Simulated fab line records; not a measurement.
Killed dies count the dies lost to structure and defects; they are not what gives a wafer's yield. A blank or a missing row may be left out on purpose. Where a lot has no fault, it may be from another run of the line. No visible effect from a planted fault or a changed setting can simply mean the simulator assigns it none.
fab line records	flow sky130
[record] lots = 11	wafers = 32	last-day = 50
route steps=708 shown VIA2@530 METAL3@533 PAD_OPEN@708
lots that met no fault: taken from a fault-free run of the same line
start-h: hours from the record's opening day to when the first of the lot's shown wafers began	wait-h: how many hours have passed since the lot's step before this one	" same as the row above	L1.1+2: a single row standing in for several wafers	- no value present, or no start provided	* or withheld: withheld	< > ~ a bound
route shown NAME@n: names a module that has steps shown in the file, with the first one's number in the route	usual: mean and standard deviation over wafers with no fault	same: alike in all rows	chamber/n: place in a boat	sites: readings site by site	_std_site: their standard deviation	_edge_site: the outer-site mean with the inner-site mean subtracted	radius-mm: for every site, how far away it sits from the centre of the wafer	mask NAME#n: copy n	behind: tool/chamber where the wafer was last shaped	hold: why the lot went on hold/how many hours it stayed there/how the hold came to an end	device: transistor that didn't switch, given as n, p or np	end of line: at the end of the route, the tests of the same wafers	for a step that has no rows: nothing shown but its recipe	killed: the dies lost at the first sort to structure and to defects; this is not the yield of the wafer	map: a wafer's dies, marking killed ones x, the rest . and places with no die _
set.NAME: the setting that was run; set.NAME@STEP: the one run at that earlier step	model.NAME: the simulator's own value behind a step, which no gauge read
steps of the route over a sample of lots; a table a step, a row a wafer
services: the hour from which a tool's chamber was out of use, counted from the record's first day as start-h (under 0 if before that day), plus the number of hours and why
[[steps]]
[step SKY_VIA2_THK_MEAS_23]
[recipe] thk-meas-gauge = xrf	reads = W_of_VIA2_CVD_21
[usual] VIA2_W_THK = 416/6.5
lot.wafer	tool	chamber	start-h	wait-h	VIA2_W_THK[nm]
L954.1	film-metro-03	-	862.56	0.1	424
L954.3	"	-	"	"	417
L954.5	"	-	"	"	416
L955.1	film-metro-01	-	879.47	0.1	418
L955.5	"	-	"	"	416
L955.6	"	-	"	"	429
L956.1	film-metro-01	-	881.95	0.1	417
L956.2	"	-	"	"	427
L956.6	"	-	"	"	427
L957.2	film-metro-01	-	884.26	0.1	415
L957.3	"	-	"	"	422
L957.5	"	-	"	"	416
L958.3	film-metro-01	-	897.69	0.1	429
L958.4	"	-	"	"	416
L958.5	"	-	"	"	415
L962.4	film-metro-02	-	929.50	0.1	408
L962.6	"	-	"	"	407
L968.1	film-metro-02	-	960.69	0.1	407
L968.3	"	-	"	"	404
L968.5	"	-	"	"	405
L973.1	film-metro-03	-	997.46	0.1	410
L973.5	"	-	"	"	425
L973.6	"	-	"	"	415
L974.2	film-metro-01	-	1005.63	0.1	415
L974.4	"	-	"	"	411
L974.5	"	-	"	"	419
L975.1	film-metro-03	-	1007.36	0.1	422
L975.2	"	-	"	"	416
L975.3	"	-	"	"	418
L976.1	film-metro-02	-	1014.71	0.1	413
L976.4	"	-	"	"	413
L976.6	"	-	"	"	417
[step SKY_METAL3_SPUTTER_01]
[recipe] material = TiN	target-thk-nm = 20	power-w = 6500	time-s = 16.7	chamber-pressure-pa = 0.4
[usual] throttle-valve-pct = 29.7/1.1
lot.wafer	tool	chamber	start-h	wait-h	throttle-valve-pct
L954.1	pvd-sputter-04	-	862.94	0.0	28.7
L954.3	"	-	"	"	30.9
L954.5	"	-	"	"	30.9
L955.1	pvd-sputter-04	-	879.85	0.0	28.9
L955.5	"	-	"	"	30.8
L955.6	"	-	"	"	28.9
L956.1	pvd-sputter-03	-	882.33	0.0	28.5
L956.2	"	-	"	"	29.9
L956.6	"	-	"	"	29.7
L957.2	pvd-sputter-03	-	884.64	0.0	29.9
L957.3	"	-	"	"	28.4
L957.5	"	-	"	"	29.5
L958.3	pvd-sputter-03	-	898.05	0.0	29.4
L958.4	"	-	"	"	27.9
L958.5	"	-	"	"	29.8
L962.4	pvd-sputter-04	-	929.85	0.0	28.8
L962.6	"	-	"	"	29.6
L968.1	pvd-sputter-04	-	961.08	0.0	30.8
L968.3	"	-	"	"	30.4
L968.5	"	-	"	"	30.6
L973.1	pvd-sputter-03	-	998.59	0.0	29.8
L973.5	"	-	"	"	28.8
L973.6	"	-	"	"	29.9
L974.2	pvd-sputter-04	-	1006.01	0.0	30.2
L974.4	"	-	"	"	31.1
L974.5	"	-	"	"	29.9
L975.1	pvd-sputter-04	-	1007.74	0.0	30.8
L975.2	"	-	"	"	30.6
L975.3	"	-	"	"	29.8
L976.1	pvd-sputter-04	-	1015.20	0.0	30.3
L976.4	"	-	"	"	28.7
L976.6	"	-	"	"	30.9
[step SKY_METAL3_COAT_07]
[recipe] resist = BARC	temp-c = withheld	time-s = withheld	spin-rpm = 3000	resist-thk-nm = 60
lot.wafer	tool	chamber	start-h	wait-h
L954.1+3+5	litho-track-01	0	902.54	0.1
L955.1+5+6	litho-track-04	0	917.84	0.1
L956.1+2+6	litho-track-02	0	920.61	0.1
L957.2+3+5	litho-track-02	0	922.53	0.1
L958.3+4+5	litho-track-02	0	936.01	0.1
L962.4+6	litho-track-02	0	967.83	0.1
L968.1+3+5	litho-track-04	0	996.69	0.1
L973.1+5+6	litho-track-01	0	1033.34	0.1
L974.2+4+5	litho-track-04	0	1040.22	0.1
L975.1+2+3	litho-track-02	0	1041.71	0.1
L976.1+4+6	litho-track-02	0	1049.11	0.1
[step SKY_METAL3_ETCH_16]
[recipe] chemistry = N2/H2	target = BARC	ion-energy-ev = 200	bias-w = 100	pressure-mtorr = 30	n2-flow-sccm = 100	h2-flow-sccm = 200	icp-w = 500	stop-on = SiO2	time-s = 88.2	target-depth-a = 600
[usual] bias-w = 100.0/0.31	drypump-motor-current-A = 5.9/0.48	he-backside-leak-sccm = 3.32/0.29	oes-product-au = 0.626/0.0047	rf-fwd-power-W = 497.4/1.7	throttle-valve-pct = 13.205/0.0083
lot.wafer	tool	chamber	start-h	wait-h	bias-w	drypump-motor-current-A	he-backside-leak-sccm	oes-product-au	rf-fwd-power-W	rf-hours-counter-h	throttle-valve-pct
L954.1	rie-metal-01	0	915.35	0.0	100.1	5.6	3.11	0.622	499.2	5	13.215
L954.3	"	0	"	"	100.0	5.6	3.34	0.639	496.9	-	13.188
L954.5	"	1	"	"	100.6	6.6	3.37	0.628	494.0	-	13.205
L955.1	rie-metal-03	0	931.06	0.1	99.9	5.7	3.73	0.622	497.0	8	13.197
L955.5	"	0	"	"	99.9	5.7	3.63	0.626	496.5	-	13.214
L955.6	"	0	"	"	99.9	5.6	3.60	0.632	495.7	-	13.209
L956.1	rie-metal-02	1	934.71	0.1	99.8	5.9	3.41	0.624	499.7	18	13.199
L956.2	"	1	"	"	99.8	5.8	3.65	0.629	496.0	-	13.214
L956.6	"	1	"	"	99.7	5.9	3.67	0.620	497.8	-	13.207
L957.2	rie-metal-01	1	935.85	0.0	100.1	6.6	3.35	0.622	495.6	10	13.196
L957.3	"	1	"	"	100.1	6.6	3.50	0.627	495.7	-	13.200
L957.5	"	0	"	"	100.1	5.6	3.31	0.633	497.8	-	13.226
L958.3	rie-metal-01	1	947.41	0.0	100.1	6.6	3.48	0.603	498.5	-	13.200
L958.4	"	0	"	"	100.1	5.6	3.26	0.620	499.7	-	13.198
L958.5	"	1	"	"	99.9	6.6	3.50	0.627	494.8	-	13.200
L962.4	rie-metal-03	0	980.26	0.0	99.6	5.6	3.38	0.626	495.8	-	13.198
L962.6	"	0	"	"	100.1	5.7	3.64	0.598	496.4	-	13.198
L968.1	rie-metal-03	0	1009.05	0.0	100.2	5.6	3.85	0.630	496.4	14	13.188
L968.3	"	0	"	"	100.1	5.6	3.73	0.626	496.6	-	13.190
L968.5	"	0	"	"	99.8	5.6	3.71	0.620	496.2	-	13.197
L973.1	rie-metal-03	0	1044.70	0.0	100.1	5.6	3.56	0.632	496.4	16	13.207
L973.5	"	1	"	"	100.5	6.5	2.92	0.627	500.8	-	13.205
L973.6	"	0	"	"	99.7	5.6	3.44	0.614	499.4	-	13.201
L974.2	rie-metal-03	0	1052.18	0.0	99.9	5.6	3.56	0.630	497.7	16	13.224
L974.4	"	1	"	"	100.6	6.5	3.11	0.626	496.8	-	13.205
L974.5	"	1	"	"	100.4	6.5	3.22	0.621	498.7	-	13.206
L975.1	rie-metal-02	0	1053.08	0.1	100.0	5.3	3.10	0.627	498.2	9	13.200
L975.2	"	0	"	"	99.9	5.3	3.16	0.622	495.7	-	13.194
L975.3	"	0	"	"	100.0	5.3	3.17	0.618	495.4	-	13.205
L976.1	rie-metal-01	1	1061.00	0.0	99.9	6.7	3.42	0.627	495.9	17	13.216
L976.4	"	0	"	"	100.3	5.6	3.15	0.627	500.8	-	13.210
L976.6	"	0	"	"	100.4	5.6	3.19	0.623	499.5	-	13.208
[step SKY_METAL3_METAL_ETCH_18]
[recipe] target-depth-a = 8450	stop-on = SiO2	over-etch-frac = 0.3	time-s = 183.1	chemistry = Cl2/BCl3	resist-sidewall-deg = 88	pressure-mtorr = 10	icp-w = 900	bias-w = 48.5	Cl2_flow_sccm = 60	bcl3-flow-sccm = 30
[usual] bcl3-flow-sccm = 30.02/0.093	bias-w = 48.49/0.13	drypump-motor-current-A = 5.9/0.48	he-backside-leak-sccm = 3.31/0.21	oes-product-au = 0.867/0.0057	rf-fwd-power-W = 896.9/2.7	throttle-valve-pct = 22.264/0.0086
[same] over-etch-frac = 0.3
lot.wafer	tool	chamber	start-h	wait-h	bcl3-flow-sccm	bias-w	drypump-motor-current-A	he-backside-leak-sccm	oes-product-au	rf-fwd-power-W	rf-hours-counter-h	throttle-valve-pct
L954.1	rie-metal-03	0	915.46	0.0	30.00	48.42	5.6	3.57	0.873	896.3	7	22.268
L954.3	"	1	"	"	30.02	48.60	6.5	3.12	0.868	896.2	-	22.271
L954.5	"	1	"	"	30.09	48.49	6.5	3.12	0.869	893.4	-	22.268
L955.1	rie-metal-02	1	931.28	0.0	29.94	48.59	5.8	3.50	0.873	896.2	17	22.262
L955.5	"	1	"	"	29.91	48.61	5.8	3.40	0.862	901.2	-	22.271
L955.6	"	1	"	"	29.93	48.52	5.8	3.31	0.866	898.1	-	22.268
L956.1	rie-metal-03	0	934.93	0.0	30.04	48.52	5.7	3.45	0.874	895.5	9	22.275
L956.2	"	0	"	"	30.03	48.55	5.6	3.48	0.867	896.2	-	22.255
L956.6	"	0	"	"	30.00	48.52	5.7	3.52	0.866	899.8	-	22.271
L957.2	rie-metal-02	1	936.02	0.1	30.16	48.53	5.8	3.61	0.859	896.0	-	22.262
L957.3	"	1	"	"	30.01	48.60	5.8	3.41	0.858	894.3	-	22.270
L957.5	"	1	"	"	30.12	48.44	5.8	3.38	0.861	898.3	-	22.250
L958.3	rie-metal-03	1	947.56	0.1	29.96	48.56	6.5	3.01	0.872	900.7	-	22.258
L958.4	"	0	"	"	29.98	48.54	5.6	3.56	0.860	893.9	-	22.259
L958.5	"	1	"	"	30.04	48.68	6.5	3.07	0.870	898.8	-	22.274
L962.4	rie-metal-01	0	980.41	0.1	30.15	48.44	5.6	3.32	0.866	897.0	-	22.271
L962.6	"	0	"	"	30.03	48.53	5.6	3.25	0.861	892.7	-	22.256
L968.1	rie-metal-02	0	1009.16	0.0	30.11	48.49	5.3	2.99	0.867	899.3	4	22.254
L968.3	"	0	"	"	30.01	48.47	5.3	2.93	0.872	893.5	-	22.266
L968.5	"	0	"	"	30.05	48.67	5.3	2.99	0.869	896.3	-	22.274
L973.1	rie-metal-01	1	1044.81	0.0	29.82	48.48	6.6	3.27	0.875	891.6	16	22.271
L973.5	"	0	"	"	30.03	48.64	5.6	3.33	0.862	904.9	-	22.266
L973.6	"	1	"	"	29.93	48.64	6.6	3.27	0.868	892.5	-	22.273
L974.2	rie-metal-01	0	1052.30	0.0	30.13	48.52	5.6	3.35	0.867	897.9	13	22.255
L974.4	"	1	"	"	30.08	48.41	6.6	3.39	0.864	894.0	-	22.277
L974.5	"	0	"	"	30.03	48.53	5.6	3.26	0.871	893.3	-	22.268
L975.1	rie-metal-01	0	1053.29	0.0	30.04	48.70	5.6	3.32	0.864	901.3	13	22.278
L975.2	"	1	"	"	29.97	48.31	6.7	3.36	0.862	896.1	17	22.250
L975.3	"	0	"	"	30.10	48.68	5.6	3.21	0.868	899.5	-	22.266
L976.1	rie-metal-02	1	1061.11	0.0	29.89	48.42	5.8	3.57	0.862	897.2	0	22.267
L976.4	"	1	"	"	30.10	48.48	5.8	3.40	0.866	896.7	-	22.284
L976.6	"	1	"	"	30.11	48.35	5.8	3.70	0.861	894.4	-	22.267
[step SKY_PAD_OPEN_PROBE_99]
[usual] defect-limited-yield = 82.3/2.1	killed_at_M0_to_M3 = 45/6.9	killed_at_M4_up = 3.1/1.7	killed-at-contacts = 24/5.7	killed-at-front-end = 15/4.6	killed-at-other = 0.3/0.57	killed-dies = 87/10	killed-open = 48/7.4	killed-short = 39/6.7	sort_bin_3_pad_short = 0.9/0.41	sort_bin_5_function = 10.4/1.5	sort_bin_6_memory = 6.4/1.1	sort-n-pass = 405/10	sort-yield-pct = 82.3/2.1
[same] gross-dies = 492	killed-at-back-side = 0	sort_bin_4_leakage[%] = 0	sort_bin_8_speed[%] = 0
lot.wafer	tool	chamber	start-h	wait-h	defect-limited-yield[%]	killed_at_M0_to_M3	killed_at_M4_up	killed-at-contacts	killed-at-front-end	killed-at-other	killed-dies	killed-open	killed-short	sort_bin_3_pad_short[%]	sort_bin_5_function[%]	sort_bin_6_memory[%]	sort-n-pass	sort-yield-pct[%]
L957.2	prober-02	-	1109.01	0.1	84.1	44	1	22	10	1	78	33	45	0.4	8.7	6.7	414	84.1
L957.3	prober-02	-	1109.06	0.2	79.1	50	5	30	18	0	103	55	48	0.6	12.8	7.5	389	79.1
L957.5	prober-02	-	1109.16	0.2	83.1	40	2	24	17	0	83	40	43	0.8	9.1	6.9	409	83.1
L958.3	prober-01	-	1115.46	0.2	77.8	54	8	28	19	0	109	52	57	2.0	13.8	6.3	383	77.8
L958.4	prober-01	-	1115.51	0.2	80.3	51	1	29	16	0	97	54	43	1.4	11.6	6.7	395	80.3
L958.5	prober-01	-	1115.56	0.2	79.1	59	2	24	18	0	103	58	45	1.0	14.4	5.5	389	79.1
L962.4	prober-02	-	1140.00	0.2	84.8	38	3	23	10	1	75	43	32	0.6	10.2	4.5	417	84.8
L968.1	prober-02	-	1164.06	0.1	80.7	43	2	36	14	0	95	57	38	0.6	11.6	7.1	397	80.7
L968.3	prober-02	-	1164.16	0.2	83.5	38	3	25	13	2	81	45	36	1.6	9.8	5.1	411	83.5
L968.5	prober-02	-	1164.26	0.2	81.3	48	2	24	18	0	92	56	36	1.4	10.0	7.3	400	81.3
// killed by level:class
L957.2 METAL2:geometric-particle:short=8 CONTACT:geometric-particle:open=7 METAL1:geometric-particle:short=7 VIA3:geometric-particle:short=7 VIA2:geometric-particle:open=6 LI_CONTACT:geometric-particle:open=4 LI_CONTACT:geometric-particle:short=4 LOCAL_INTERCONNECT:geometric-particle:short=4
L957.3 CONTACT:geometric-particle:open=13 VIA2:geometric-particle:open=9 VIA1:geometric-particle:open=7 LI_CONTACT:geometric-particle:open=6 VIA2:geometric-particle:short=6 METAL1:geometric-particle:short=6 VIA3:geometric-particle:open=6 LOCAL_INTERCONNECT:geometric-particle:short=5
L957.5 CONTACT:geometric-particle:open=9 VIA3:geometric-particle:open=7 POLY_GATE:geometric-particle:short=6 VIA1:geometric-particle:open=6 VIA2:geometric-particle:open=6 METAL2:geometric-particle:short=6 FIELD_ISO:geometric-particle:short=5 LI_CONTACT:geometric-particle:open=5
L958.3 METAL1:geometric-particle:short=10 VIA1:geometric-particle:open=10 CONTACT:geometric-particle:open=9 VIA3:geometric-particle:open=8 FIELD_ISO:geometric-particle:short=7 LI_CONTACT:geometric-particle:open=7 VIA2:geometric-particle:open=7 METAL4:geometric-particle:short=6
L958.4 VIA1:geometric-particle:open=19 VIA1:geometric-particle:short=9 LI_CONTACT:geometric-particle:open=8 CONTACT:geometric-particle:short=7 POLY_GATE:geometric-particle:short=6 POLY_GATE:geometric-particle:open=6 CONTACT:geometric-particle:open=6 METAL2:geometric-particle:short=6
L958.5 CONTACT:geometric-particle:open=13 VIA1:geometric-particle:open=12 METAL2:geometric-particle:short=9 METAL1:geometric-particle:short=9 VIA3:geometric-particle:open=7 VIA1:geometric-particle:short=7 POLY_GATE:geometric-particle:open=6 LI_CONTACT:geometric-particle:open=4
L962.4 CONTACT:geometric-particle:open=14 METAL1:geometric-particle:short=7 VIA2:geometric-particle:open=6 VIA1:geometric-particle:open=5 VIA3:geometric-particle:open=4 FIELD_ISO:geometric-particle:open=3 POLY_GATE:geometric-particle:short=3 LOCAL_INTERCONNECT:geometric-particle:short=3
L968.1 LI_CONTACT:geometric-particle:open=11 VIA1:geometric-particle:open=10 CONTACT:geometric-particle:open=10 VIA3:geometric-particle:open=7 VIA2:geometric-particle:open=7 FIELD_ISO:geometric-particle:short=5 METAL3:geometric-particle:short=5 LOCAL_INTERCONNECT:geometric-particle:open=5
L968.3 LI_CONTACT:geometric-particle:open=10 VIA1:geometric-particle:open=10 CONTACT:geometric-particle:open=6 VIA1:geometric-particle:short=6 VIA2:geometric-particle:open=5 FIELD_ISO:geometric-particle:open=4 LI_CONTACT:geometric-particle:short=4 LOCAL_INTERCONNECT:geometric-particle:short=4
L968.5 CONTACT:geometric-particle:open=12 VIA1:geometric-particle:open=12 VIA2:geometric-particle:open=8 LI_CONTACT:geometric-particle:open=6 METAL2:geometric-particle:short=6 FIELD_ISO:geometric-particle:short=5 VIA1:geometric-particle:short=5 FIELD_ISO:geometric-particle:open=4
[[services]]
tool	chamber	start-h	hours	kind
pvd-sputter-04	-	880.82	6.8	repair
pvd-sputter-04	-	901.89	15.8	repair
rie-metal-02	0	919.67	-	clean
rie-metal-02	0	919.67	19.6	scheduled-down
rie-metal-02	0	919.67	19.6	vent-cycle
rie-metal-03	1	926.57	-	clean
rie-metal-03	1	926.57	20.3	scheduled-down
rie-metal-03	1	926.57	20.3	vent-cycle
rie-metal-01	-	931.16	4.3	pm
pvd-sputter-03	-	962.46	3.5	repair
rie-metal-02	1	1020.23	7.6	repair
pvd-sputter-03	-	1026.80	2.7	repair
rie-metal-02	1	1027.87	-	clean
rie-metal-02	1	1027.87	26.8	scheduled-down
rie-metal-02	1	1027.87	26.8	vent-cycle
[[key]]
[first-sign] step = SKY_METAL3_ETCH_16	reading = oes-product-au	direction = down	sigmas = 5.4	usual = 0.626	struck = 0.600
effect none on later readings
met-at SKY_METAL3_COAT_07
struck-lots L958,L962
struck-wafers L958.3,L962.6
not-acting-at SKY_VIA2_THK_MEAS_23,SKY_METAL3_SPUTTER_01,SKY_METAL3_METAL_ETCH_18
onset-between 922.53 936.01
[fault] kind = process-parameter-drift	tool = litho-track-02	chamber = -	onset-h = 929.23	steps = SKY_METAL3_COAT_07	channel = resist-thk-nm	offset = -4.7832	shape = step	end-h = 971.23	scope = struck-wafers-only	acts-in = these-recipes-only	stated = 60
